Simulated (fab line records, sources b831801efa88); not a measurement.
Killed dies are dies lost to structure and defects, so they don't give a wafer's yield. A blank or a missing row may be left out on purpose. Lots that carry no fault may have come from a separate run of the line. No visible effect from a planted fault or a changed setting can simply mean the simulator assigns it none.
fab line records	flow sky130
[record] lots = 24	wafers = 72	lastDay = 50
route steps=708 shown VT_ADJUST_PCH@150 LDD_HVP@285 POLY_CUT@317 LI_CONTACT@386 LOCAL_INTERCONNECT@389 CONTACT@423
lots that met no fault: from a run of the same line without faults
startH: the number of hours between the record's first day and the start of the first shown wafer of the lot	waitH: time in hours since the lot's previous step	" the same as in the row above	L1.1+2: several wafers, shown together as one row	- no value, or no start was given	* or withheld: withheld	< > ~ a bound
route shown NAME@n: NAME is a module with steps in the file, n the number in the route of the first one	usual: mean/standard deviation of fault-free wafers	same: alike in all rows	chamber/n: place in a boat	sites: per-site readings	_std_site: their standard deviation	_edge_site: mean of outer sites minus mean of inner sites	radiusMm: for every site, how far away it sits from the centre of the wafer	mask NAME#n: copy n	behind: the most recent tool/chamber to have shaped the wafer	hold: why the lot was held/for how many hours/how that ended	device: the n, p or np transistor that did not switch	end of line: tests of these same wafers at the route's end	a step without rows: its recipe alone	killed: dies lost to structure and defects at the first sort, not the wafer's yield	map: the dies of a wafer, with x for killed, . for not killed, _ for no die there
set.NAME: setting as actually run; set.NAME@STEP: the setting as run at that earlier step	model.NAME: the simulator's own value behind a step, which no gauge read
steps of the route over a sample of lots; a table a step, a row a wafer
services: the hour from which a tool's chamber was out of use, counted from the record's first day as startH (under 0 if before that day), plus the number of hours and why
[[steps]]
[step SKY_VT_ADJUST_PCH_OVL_MEAS_07]
[usual] VT_ADJUST_PCH_OVL = -0.9/1.3
lot.wafer	tool	chamber	startH	waitH	VT_ADJUST_PCH_OVL[nm]
L074.2	overlay-02	-	228.55	-	1.1
L074.4	"	-	"	"	0.2
L074.5	"	-	"	"	-2.0
L075.2	overlay-02	-	235.54	-	1.5
L075.5	"	-	"	"	-1.1
L075.6	"	-	"	"	0.2
L076.2	overlay-01	-	236.81	-	-2.1
L076.4	"	-	"	"	-1.8
L076.5	"	-	"	"	-1.5
L077.2	overlay-01	-	248.11	-	-1.0
L077.3	"	-	"	"	-0.4
L077.5	"	-	"	"	-0.7
L078.2	overlay-01	-	256.05	-	-0.7
L078.4	"	-	"	"	0.5
L078.6	"	-	"	"	0.2
L079.1	overlay-02	-	260.14	-	-0.6
L079.3	"	-	"	"	-2.3
L079.6	"	-	"	"	-0.1
L080.1	overlay-02	-	268.49	-	-2.3
L080.2	"	-	"	"	-1.8
L080.5	"	-	"	"	-2.8
L081.1	overlay-01	-	277.90	-	-0.4
L081.2	"	-	"	"	-0.5
L081.6	"	-	"	"	-0.9
L082.1	overlay-02	-	285.64	-	-2.0
L082.4	"	-	"	"	-2.2
L082.6	"	-	"	"	-0.5
L083.4	overlay-02	-	299.51	-	-0.9
L083.5	"	-	"	"	-1.8
L083.6	"	-	"	"	-2.0
L085.1	overlay-02	-	313.56	-	-1.4
L085.2	"	-	"	"	-3.7
L085.6	"	-	"	"	-1.8
L084.2	overlay-02	-	315.66	-	2.0
L084.5	"	-	"	"	0.3
L084.6	"	-	"	"	-1.9
L086.2	overlay-02	-	324.69	-	-4.1
L086.5	"	-	"	"	-4.6
L086.6	"	-	"	"	-2.2
L087.2	overlay-01	-	331.44	-	-1.2
L087.4	"	-	"	"	-0.3
L087.5	"	-	"	"	-1.5
L088.1	overlay-02	-	334.16	-	1.4
L088.5	"	-	"	"	1.4
L088.6	"	-	"	"	0.0
L089.1	overlay-02	-	348.84	-	-1.6
L089.2	"	-	"	"	-2.6
L089.6	"	-	"	"	-1.8
L090.1	overlay-01	-	358.91	-	-2.6
L090.4	"	-	"	"	-1.7
L090.6	"	-	"	"	-1.2
L091.1	overlay-02	-	363.46	-	0.1
L091.3	"	-	"	"	-1.0
L091.4	"	-	"	"	-1.6
L092.3	overlay-02	-	372.11	-	-0.9
L092.4	"	-	"	"	-0.8
L092.5	"	-	"	"	-1.4
L093.1	overlay-01	-	375.36	-	0.9
L093.3	"	-	"	"	1.3
L093.5	"	-	"	"	0.2
L094.1	overlay-02	-	376.96	-	-0.9
L094.5	"	-	"	"	-0.4
L094.6	"	-	"	"	-1.6
L095.3	overlay-02	-	386.30	-	-0.5
L095.4	"	-	"	"	-1.3
L095.5	"	-	"	"	-1.7
L096.2	overlay-02	-	395.94	-	-1.4
L096.3	"	-	"	"	1.1
L096.4	"	-	"	"	-0.9
L097.1	overlay-01	-	400.14	-	-0.5
L097.3	"	-	"	"	-1.0
L097.5	"	-	"	"	-0.1
[step SKY_LDD_HVP_OVL_MEAS_07]
[usual] LDD_HVP_OVL = -1.0/1.5
lot.wafer	tool	chamber	startH	waitH	LDD_HVP_OVL[nm]
L074.2	overlay-01	-	497.45	0.1	1.6
L074.4	"	-	"	"	1.4
L074.5	"	-	"	"	0.5
L076.2	overlay-01	-	509.59	0.1	0.0
L076.4	"	-	"	"	-2.8
L076.5	"	-	"	"	-1.0
L075.2	overlay-02	-	510.30	0.1	-2.3
L075.5	"	-	"	"	-2.0
L075.6	"	-	"	"	-1.8
L077.2	overlay-02	-	519.10	0.1	-1.8
L077.3	"	-	"	"	-2.4
L077.5	"	-	"	"	-2.4
L078.2	overlay-01	-	532.20	0.1	-1.1
L078.4	"	-	"	"	-1.0
L078.6	"	-	"	"	0.1
L079.1	overlay-01	-	532.98	0.1	-0.5
L079.3	"	-	"	"	-0.5
L079.6	"	-	"	"	-1.5
L080.1	overlay-02	-	546.73	0.1	0.2
L080.2	"	-	"	"	1.7
L080.5	"	-	"	"	0.0
L081.1	overlay-01	-	576.64	0.1	-2.5
L081.2	"	-	"	"	-3.2
L081.6	"	-	"	"	-2.1
L082.1	overlay-02	-	577.33	0.1	-0.5
L082.4	"	-	"	"	0.5
L082.6	"	-	"	"	-1.9
L083.4	overlay-01	-	588.85	0.1	-3.4
L083.5	"	-	"	"	-5.5
L083.6	"	-	"	"	-4.0
L084.2	overlay-01	-	605.75	0.1	0.0
L084.5	"	-	"	"	0.1
L084.6	"	-	"	"	-0.7
L085.1	overlay-01	-	606.34	0.1	-0.6
L085.2	"	-	"	"	0.3
L085.6	"	-	"	"	0.3
L086.2	overlay-02	-	615.80	0.1	-1.4
L086.5	"	-	"	"	-1.4
L086.6	"	-	"	"	-2.4
L088.1	overlay-02	-	627.03	0.1	-1.7
L088.5	"	-	"	"	-0.8
L088.6	"	-	"	"	-1.6
L087.2	overlay-02	-	628.84	0.1	-1.6
L087.4	"	-	"	"	-3.2
L087.5	"	-	"	"	-2.6
L089.1	overlay-01	-	638.19	0.1	-1.8
L089.2	"	-	"	"	0.6
L089.6	"	-	"	"	-0.9
L091.1	overlay-02	-	653.28	0.1	-1.3
L091.3	"	-	"	"	-0.6
L091.4	"	-	"	"	1.7
L090.1	overlay-02	-	655.08	0.1	-3.2
L090.4	"	-	"	"	-1.3
L090.6	"	-	"	"	-2.4
L093.1	overlay-01	-	665.58	0.1	2.7
L093.3	"	-	"	"	1.7
L093.5	"	-	"	"	1.2
L092.3	overlay-02	-	667.00	0.1	-1.1
L092.4	"	-	"	"	-2.1
L092.5	"	-	"	"	-2.4
L094.1	overlay-01	-	667.28	0.1	-1.0
L094.5	"	-	"	"	-0.4
L094.6	"	-	"	"	0.1
L095.3	overlay-01	-	676.64	0.1	-3.0
L095.4	"	-	"	"	-5.0
L095.5	"	-	"	"	-2.7
L096.2	overlay-02	-	686.04	0.1	1.2
L096.3	"	-	"	"	-0.1
L096.4	"	-	"	"	-0.2
L097.1	overlay-01	-	687.09	0.1	-3.2
L097.3	"	-	"	"	-2.2
L097.5	"	-	"	"	-1.6
[step SKY_POLY_CUT_ETCH_10]
[recipe] chemistry = N2/H2	target = BARC	ionEnergyEv = 200	sourceW = 500	biasW = 100	pressureMtorr = 30	n2FlowSccm = 100	h2FlowSccm = 200	stopOn = SiO2	timeS = 45.9	targetDepthA = 600
[usual] drypumpMotorCurrentA = 5.4/0.46	oesProductAu = 0.855/0.0049	throttleValvePct = 13.224/0.0087
lot.wafer	tool	chamber	startH	waitH	drypumpMotorCurrentA	oesProductAu	rfHoursCounterH	throttleValvePct
L074.2	rieDiel-03	3	559.59	0.0	5.1	0.866	0	13.233
L074.4	"	0	"	"	5.8	0.858	6	13.240
L074.5	"	2	"	"	4.8	0.858	-	13.217
L076.2	rieDiel-01	2	571.83	0.0	4.8	0.850	32	13.223
L076.4	"	2	"	"	4.8	0.860	-	13.223
L076.5	"	2	"	"	4.8	0.860	-	13.234
L075.2	rieDiel-03	0	574.14	0.0	5.8	0.860	6	13.218
L075.5	"	0	"	"	5.8	0.845	-	13.221
L075.6	"	3	"	"	5.0	0.849	-	13.213
L077.2	rieDiel-02	0	581.43	0.0	6.0	0.857	70	13.232
L077.3	"	1	"	"	5.2	0.856	69	13.231
L077.5	"	3	"	"	5.4	0.858	-	13.219
L078.2	rieDiel-03	0	594.96	0.0	5.8	0.854	7	13.210
L078.4	"	1	"	"	5.2	0.844	5	13.235
L078.6	"	3	"	"	5.1	0.852	-	13.230
L079.1	rieDiel-01	0	595.31	0.0	5.8	0.856	20	13.216
L079.3	"	1	"	"	5.6	0.855	19	13.218
L079.6	"	0	"	"	5.8	0.858	-	13.218
L080.1	rieDiel-01	2	608.69	0.0	4.8	0.852	34	13.225
L080.2	"	1	"	"	5.6	0.860	19	13.229
L080.5	"	1	"	"	5.7	0.854	-	13.214
L081.1	rieDiel-02	2	637.06	0.0	6.4	0.852	60	13.232
L081.2	"	1	"	"	5.1	0.862	71	13.205
L081.6	"	3	"	"	5.4	0.852	-	13.229
L082.1	rieDiel-03	2	638.86	0.0	4.8	0.865	12	13.219
L082.4	"	0	"	"	5.8	0.863	7	13.215
L082.6	"	3	"	"	5.1	0.857	-	13.236
L083.4	rieDiel-03	2	649.03	0.0	4.9	0.852	12	13.217
L083.5	"	3	"	"	5.1	0.858	-	13.217
L083.6	"	2	"	"	4.8	0.864	-	13.235
L084.2	rieDiel-02	2	664.61	0.0	6.4	0.850	60	13.217
L084.5	"	3	"	"	5.4	0.849	-	13.214
L084.6	"	2	"	"	6.4	0.849	-	13.223
L085.1	rieDiel-03	0	666.03	0.0	5.8	0.858	8	13.237
L085.2	"	1	"	"	5.2	0.860	6	13.231
L085.6	"	3	"	"	5.1	0.856	-	13.214
L086.2	rieDiel-03	0	675.61	0.0	5.8	0.845	8	13.237
L086.5	"	0	"	"	5.8	0.853	-	13.221
L086.6	"	1	"	"	5.1	0.852	-	13.210
L088.1	rieDiel-03	0	687.61	0.0	5.8	0.844	8	13.214
L088.5	"	3	"	"	5.1	0.848	-	13.223
L088.6	"	2	"	"	4.9	0.853	-	13.228
L087.2	rieDiel-01	1	688.91	0.0	5.6	0.856	21	13.228
L087.4	"	0	"	"	5.8	0.850	22	13.236
L087.5	"	0	"	"	5.8	0.852	-	13.226
L089.1	rieDiel-01	2	696.84	0.0	4.8	0.848	36	13.218
L089.2	"	3	"	"	5.5	0.855	3	13.215
L089.6	"	0	"	"	5.8	0.853	-	13.215
L091.1	rieDiel-03	3	714.17	0.0	5.1	0.851	3	13.222
L091.3	"	1	"	"	5.1	0.857	7	13.223
L091.4	"	0	"	"	5.8	0.852	9	13.233
L090.1	rieDiel-01	3	714.99	0.0	5.5	0.857	3	13.221
L090.4	"	0	"	"	5.8	0.855	23	13.219
L090.6	"	0	"	"	5.8	0.844	-	13.233
L093.1	rieDiel-02	0	722.84	0.0	6.0	0.861	3	13.215
L093.3	"	2	"	"	6.4	0.847	63	13.219
L093.5	"	2	"	"	6.4	0.853	-	13.209
L092.3	rieDiel-03	3	725.38	0.0	5.1	0.857	3	13.220
L092.4	"	1	"	"	5.2	0.858	7	13.224
L092.5	"	3	"	"	5.1	0.858	-	13.212
L094.1	rieDiel-01	0	725.96	0.0	5.8	0.847	23	13.234
L094.5	"	0	"	"	5.8	0.862	-	13.240
L094.6	"	3	"	"	5.5	0.845	-	13.236
L095.3	rieDiel-02	0	734.76	0.0	5.9	0.859	3	13.202
L095.4	"	0	"	"	5.9	0.860	-	13.216
L095.5	"	2	"	"	6.4	0.859	-	13.230
L096.2	rieDiel-02	3	746.41	0.0	5.4	0.862	8	13.232
L096.3	"	0	"	"	6.0	0.853	4	13.235
L096.4	"	2	"	"	6.4	0.857	-	13.224
L097.1	rieDiel-01	2	746.76	0.0	4.8	0.849	37	13.218
L097.3	"	3	"	"	5.5	0.856	4	13.216
L097.5	"	2	"	"	4.8	0.864	-	13.210
[step SKY_LI_CONTACT_CMP_24]
[recipe] stopOn = PSG	tOverpolishS = 20	downForcePsi = 3.5	platenRpm = 60	targetThkNm = 0	padVelocityMS = 0.94248
[usual] motorCurrentA = 11.0/0.91	overpolishRunS = 20.000/0.0079	platenRpm = 59.99/0.04	slurryFlowMlMin = 150.0/0.48	timeToEndpointS = 96/3.2
lot.wafer	tool	chamber	startH	waitH	motorCurrentA	overpolishRunS	platenRpm	slurryFlowMlMin	timeToEndpointS
L074.4	cmp-01	0	678.00	0.0	9.8	20.004	59.96	150.2	94
L074.2	"	3	"	"	10.2	19.991	59.96	150.2	101
L074.5	"	0	"	"	10.4	20.016	59.87	150.3	94
L076.2	cmp-01	1	689.53	0.1	11.3	20.002	60.02	150.4	95
L076.4	"	2	"	"	12.3	20.013	60.04	151.0	99
L076.5	"	3	"	"	10.1	20.012	59.99	149.5	97
L075.2	cmp-02	0	691.35	0.1	10.5	19.984	59.96	149.4	95
L075.5	"	2	"	"	12.6	20.013	59.98	149.9	93
L075.6	"	3	"	"	11.1	20.010	60.00	149.5	100
L077.2	cmp-02	2	701.23	0.1	12.8	20.009	59.90	150.0	92
L077.3	"	0	"	"	10.9	19.988	60.03	149.6	96
L077.5	"	2	"	"	12.4	19.998	60.00	150.3	95
L078.4	cmp-02	3	712.48	0.0	11.2	20.014	59.97	149.5	99
L078.2	"	1	"	"	10.9	19.998	59.95	150.0	94
L078.6	"	3	"	"	11.2	19.997	60.02	149.6	97
L079.1	cmp-01	2	713.68	0.1	12.7	20.000	59.97	150.7	96
L079.3	"	0	"	"	10.0	20.003	60.02	150.6	95
L079.6	"	2	"	"	12.2	19.993	59.96	151.3	96
L080.1	cmp-02	0	724.53	0.2	11.1	19.995	60.06	150.4	91
L080.2	"	2	"	"	12.9	20.000	59.93	149.7	94
L080.5	"	0	"	"	10.9	19.995	60.13	149.8	92
L081.2	cmp-02	1	751.45	0.1	10.7	20.008	59.98	149.9	96
L081.1	"	3	"	"	11.2	20.003	60.03	150.2	97
L081.6	"	0	"	"	11.0	20.000	59.92	149.5	96
L082.1	cmp-01	2	753.35	0.1	12.4	19.998	59.95	150.5	94
L082.4	"	0	"	"	10.0	20.003	60.04	149.8	94
L082.6	"	2	"	"	12.2	20.002	59.98	150.2	95
L083.4	cmp-01	2	762.69	0.0	12.0	19.999	60.04	149.9	100
L083.5	"	2	"	"	12.5	20.009	60.07	151.0	95
L083.6	"	3	"	"	10.1	19.997	60.01	150.4	96
L084.2	cmp-01	3	776.91	0.0	10.3	19.999	59.99	149.5	97
L084.6	"	3	"	"	10.3	20.000	59.97	149.2	95
L084.5	"	0	"	"	10.0	20.007	60.01	149.8	94
L085.2	cmp-02	2	779.27	0.1	12.5	20.005	60.01	149.7	100
L085.1	"	3	"	"	11.2	19.989	59.98	150.3	103
L085.6	"	1	"	"	10.8	20.005	59.96	151.2	100
L086.2	cmp-02	1	787.93	0.2	10.9	20.001	60.02	150.8	101
L086.5	"	2	"	"	13.0	20.002	59.95	150.0	102
L086.6	"	3	"	"	10.9	20.000	60.02	149.7	106
L088.1	cmp-01	2	800.14	0.3	11.6	20.003	59.94	148.8	97
L088.6	"	3	"	"	10.7	19.994	59.94	149.7	100
L088.5	"	0	"	"	10.4	19.988	59.99	150.2	96
L087.2	cmp-01	0	800.39	0.1	9.8	20.010	59.96	149.7	94
L087.4	"	1	"	"	10.2	19.990	60.01	150.3	95
L087.5	"	3	"	"	10.2	19.993	60.01	150.2	99
L089.1	cmp-01	1	808.16	0.2	11.1	19.987	60.00	149.5	90
L089.2	"	2	"	"	13.0	19.996	60.01	150.0	100
L089.6	"	0	"	"	9.9	19.990	59.97	149.8	92
L091.4	cmp-01	3	824.26	0.0	9.6	20.006	59.99	149.9	96
L091.1	"	0	"	"	10.5	20.010	59.97	149.6	95
L091.3	"	2	"	"	12.3	20.000	59.94	149.3	99
L090.4	cmp-02	2	825.26	0.1	12.7	20.013	59.96	149.8	94
L090.1	"	3	"	"	11.1	19.990	59.99	149.7	99
L090.6	"	2	"	"	12.4	19.997	59.97	149.8	93
L093.1	cmp-02	1	831.90	0.1	11.5	19.988	59.99	149.4	98
L093.3	"	0	"	"	11.5	19.999	59.94	149.1	97
L093.5	"	2	"	"	12.7	20.002	60.01	149.8	98
L092.4	cmp-01	2	836.63	0.0	11.9	20.005	60.00	149.8	99
L092.3	"	0	"	"	9.4	20.004	59.93	149.8	94
L092.5	"	3	"	"	9.7	19.997	59.96	150.6	96
L094.1	cmp-02	2	836.98	0.1	12.2	20.002	59.94	149.6	95
L094.5	"	2	"	"	12.0	19.991	60.00	150.1	89
L094.6	"	3	"	"	11.0	20.002	60.02	149.8	95
L095.3	cmp-01	3	843.00	0.0	10.0	19.993	60.00	150.6	97
L095.4	"	0	"	"	9.6	19.986	59.97	149.9	93
L095.5	"	0	"	"	10.2	20.013	59.99	150.2	97
L096.2	cmp-02	1	853.35	0.1	10.9	20.002	60.01	150.6	95
L096.3	"	2	"	"	12.4	20.001	60.05	149.9	94
L096.4	"	3	"	"	10.8	19.985	60.02	150.4	97
L097.1	cmp-01	0	854.31	0.1	10.1	20.003	60.04	149.6	91
L097.3	"	1	"	"	10.0	20.005	60.04	150.7	87
L097.5	"	0	"	"	9.6	20.001	60.02	149.4	91
[step SKY_LOCAL_INTERCONNECT_THK_MEAS_02]
[recipe] thkMeasGauge = xrf	reads = TiN_of_LOCAL_INTERCONNECT_SPUTTER_00
[usual] LOCAL_INTERCONNECT_TIN_THK = 98.7/1
lot.wafer	tool	chamber	startH	waitH	LOCAL_INTERCONNECT_TIN_THK[nm]
L074.2	filmMetro-03	-	678.49	0.1	99.1
L074.4	"	-	"	"	98.4
L074.5	"	-	"	"	99.1
L076.2	filmMetro-01	-	689.92	0.1	98.2
L076.4	"	-	"	"	98.7
L076.5	"	-	"	"	98.5
L075.2	filmMetro-03	-	691.75	0.1	98.7
L075.5	"	-	"	"	98.2
L075.6	"	-	"	"	97.9
L077.2	filmMetro-01	-	701.67	0.1	97.4
L077.3	"	-	"	"	97.1
L077.5	"	-	"	"	97.6
L078.2	filmMetro-01	-	712.97	0.1	98.4
L078.4	"	-	"	"	98.8
L078.6	"	-	"	"	98.3
L079.1	filmMetro-03	-	714.11	0.1	97.6
L079.3	"	-	"	"	97.9
L079.6	"	-	"	"	98.2
L080.1	filmMetro-02	-	724.97	0.1	99.5
L080.2	"	-	"	"	98.9
L080.5	"	-	"	"	99.0
L081.1	filmMetro-02	-	751.89	0.1	98.5
L081.2	"	-	"	"	99.0
L081.6	"	-	"	"	98.0
L082.1	filmMetro-02	-	753.78	0.1	99.7
L082.4	"	-	"	"	98.3
L082.6	"	-	"	"	98.6
L083.4	filmMetro-02	-	763.21	0.1	98.4
L083.5	"	-	"	"	98.6
L083.6	"	-	"	"	97.4
L084.2	filmMetro-01	-	777.41	0.1	99.4
L084.5	"	-	"	"	98.6
L084.6	"	-	"	"	97.0
L085.1	filmMetro-02	-	779.65	0.1	100.0
L085.2	"	-	"	"	98.5
L085.6	"	-	"	"	99.8
L086.2	filmMetro-03	-	788.27	0.1	97.6
L086.5	"	-	"	"	98.4
L086.6	"	-	"	"	99.5
L088.1	filmMetro-02	-	800.47	0.1	99.1
L088.5	"	-	"	"	99.8
L088.6	"	-	"	"	99.0
L087.2	filmMetro-02	-	800.84	0.1	99.4
L087.4	"	-	"	"	98.0
L087.5	"	-	"	"	98.3
L089.1	filmMetro-03	-	808.54	0.1	98.6
L089.2	"	-	"	"	98.9
L089.6	"	-	"	"	98.0
L091.1	filmMetro-02	-	824.75	0.1	98.0
L091.3	"	-	"	"	97.5
L091.4	"	-	"	"	97.6
L090.1	filmMetro-03	-	825.70	0.1	98.3
L090.4	"	-	"	"	99.6
L090.6	"	-	"	"	98.6
L093.1	filmMetro-01	-	832.38	0.1	99.1
L093.3	"	-	"	"	98.0
L093.5	"	-	"	"	99.5
L092.3	filmMetro-01	-	837.13	0.1	100.4
L092.4	"	-	"	"	99.9
L092.5	"	-	"	"	98.2
L094.1	filmMetro-01	-	837.46	0.1	100.7
L094.5	"	-	"	"	100.4
L094.6	"	-	"	"	100.0
L095.3	filmMetro-02	-	843.50	0.1	99.5
L095.4	"	-	"	"	100.6
L095.5	"	-	"	"	99.8
L096.2	filmMetro-03	-	853.79	0.1	99.1
L096.3	"	-	"	"	99.2
L096.4	"	-	"	"	98.2
L097.1	filmMetro-02	-	854.75	0.1	98.4
L097.3	"	-	"	"	97.1
L097.5	"	-	"	"	97.8
[step SKY_CONTACT_ETCH_17]
[recipe] target = SiO2	chemistry = C4F8/O2/Ar	stopOn = Si3N4	maskMaterial = KrF-thick	sourceW = 1500	biasW = 1200	pressureMtorr = 40	c4f8FlowSccm = withheld	O2_flow_sccm = 6	Ar_flow_sccm = 300	timeS = withheld	targetDepthA = 3400
[usual] oesProductAu = 0.891/0.0046
lot.wafer	tool	chamber	startH	waitH	oesProductAu
L074.2	rieDiel-01	1	735.14	0.0	0.886
L074.4	"	0	"	"	0.886
L074.5	"	0	"	"	0.889
L076.2	rieDiel-02	3	747.29	0.0	0.885
L076.4	"	2	"	"	0.890
L076.5	"	3	"	"	0.888
L075.2	rieDiel-01	2	748.94	0.0	0.891
L075.5	"	3	"	"	0.892
L075.6	"	2	"	"	0.894
L077.2	rieDiel-02	0	758.53	0.0	0.883
L077.3	"	2	"	"	0.887
L077.5	"	3	"	"	0.892
L078.2	rieDiel-01	1	769.38	0.0	0.885
L078.4	"	0	"	"	0.897
L078.6	"	1	"	"	0.889
L079.1	rieDiel-04	1	770.89	0.0	0.890
L079.3	"	0	"	"	0.887
L079.6	"	3	"	"	0.891
L080.1	rieDiel-01	3	781.33	0.0	0.890
L080.2	"	0	"	"	0.885
L080.5	"	3	"	"	0.889
L081.1	rieDiel-02	0	806.73	0.0	0.889
L081.2	"	2	"	"	0.900
L081.6	"	3	"	"	0.887
L082.1	rieDiel-01	3	808.14	0.0	0.887
L082.4	"	3	"	"	0.890
L082.6	"	1	"	"	0.892
L083.4	rieDiel-02	3	817.40	0.0	0.885
L083.5	"	0	"	"	0.893
L083.6	"	1	"	"	0.892
L084.2	rieDiel-04	3	831.74	0.0	0.888
L084.5	"	3	"	"	0.892
L084.6	"	2	"	"	0.893
L085.1	rieDiel-04	0	834.64	0.0	0.892
L085.2	"	3	"	"	0.895
L085.6	"	0	"	"	0.899
L086.2	rieDiel-04	2	841.48	0.0	0.896
L086.5	"	0	"	"	0.886
L086.6	"	3	"	"	0.888
L088.1	rieDiel-02	0	854.33	0.0	0.897
L088.5	"	3	"	"	0.894
L088.6	"	2	"	"	0.884
L087.2	rieDiel-04	3	854.89	0.0	0.884
L087.4	"	0	"	"	0.882
L087.5	"	0	"	"	0.888
L089.1	rieDiel-04	1	862.38	0.0	0.894
L089.2	"	3	"	"	0.894
L089.6	"	2	"	"	0.891
L091.1	rieDiel-02	2	878.49	0.0	0.893
L091.3	"	0	"	"	0.897
L091.4	"	3	"	"	0.890
L090.1	rieDiel-01	0	879.43	0.0	0.883
L090.4	"	2	"	"	0.885
L090.6	"	1	"	"	0.888
L093.1	rieDiel-01	0	884.68	0.0	0.891
L093.3	"	1	"	"	0.893
L093.5	"	3	"	"	0.896
L092.3	rieDiel-01	3	890.74	0.0	0.891
L092.4	"	3	"	"	0.891
L092.5	"	2	"	"	0.891
L094.1	rieDiel-04	0	891.09	0.0	0.892
L094.5	"	3	"	"	0.887
L094.6	"	1	"	"	0.888
L095.3	rieDiel-02	3	897.05	0.0	0.898
L095.4	"	2	"	"	0.894
L095.5	"	3	"	"	0.891
L096.2	rieDiel-02	1	906.98	0.0	0.889
L096.3	"	0	"	"	0.890
L096.4	"	2	"	"	0.899
L097.1	rieDiel-01	3	908.43	0.0	0.891
L097.3	"	1	"	"	0.891
L097.5	"	3	"	"	0.897
[[services]]
tool	chamber	startH	hours	kind
cmp-01	-	546.88	4.8	pm
rieDiel-01	3	551.03	62.2	repair
rieDiel-01	0	553.52	1.7	repair
rieDiel-01	0	565.22	18.6	repair
cmp-01	-	572.00	4.0	pm
cmp-01	-	588.54	0.3	repair
rieDiel-01	-	591.88	2.8	pm
rieDiel-02	0	592.24	1.5	repair
rieDiel-01	0	596.37	19.9	repair
cmp-01	-	606.88	5.9	repair
rieDiel-01	0	624.56	4.1	repair
rieDiel-02	1	642.67	6.9	repair
rieDiel-02	2	646.31	5.1	repair
rieDiel-02	1	657.77	132.0	repair
cmp-01	-	673.43	1.0	repair
rieDiel-02	-	729.15	0.4	repair
rieDiel-02	-	750.06	3.0	repair
cmp-01	-	818.78	0.4	repair
rieDiel-01	-	834.08	14.6	pm
cmp-01	-	850.89	0.9	repair
rieDiel-02	1	858.22	10.4	repair
rieDiel-02	-	860.87	0.4	repair
rieDiel-01	1	888.23	8.4	repair
rieDiel-02	3	905.22	3.3	repair
[[key]]
fault none
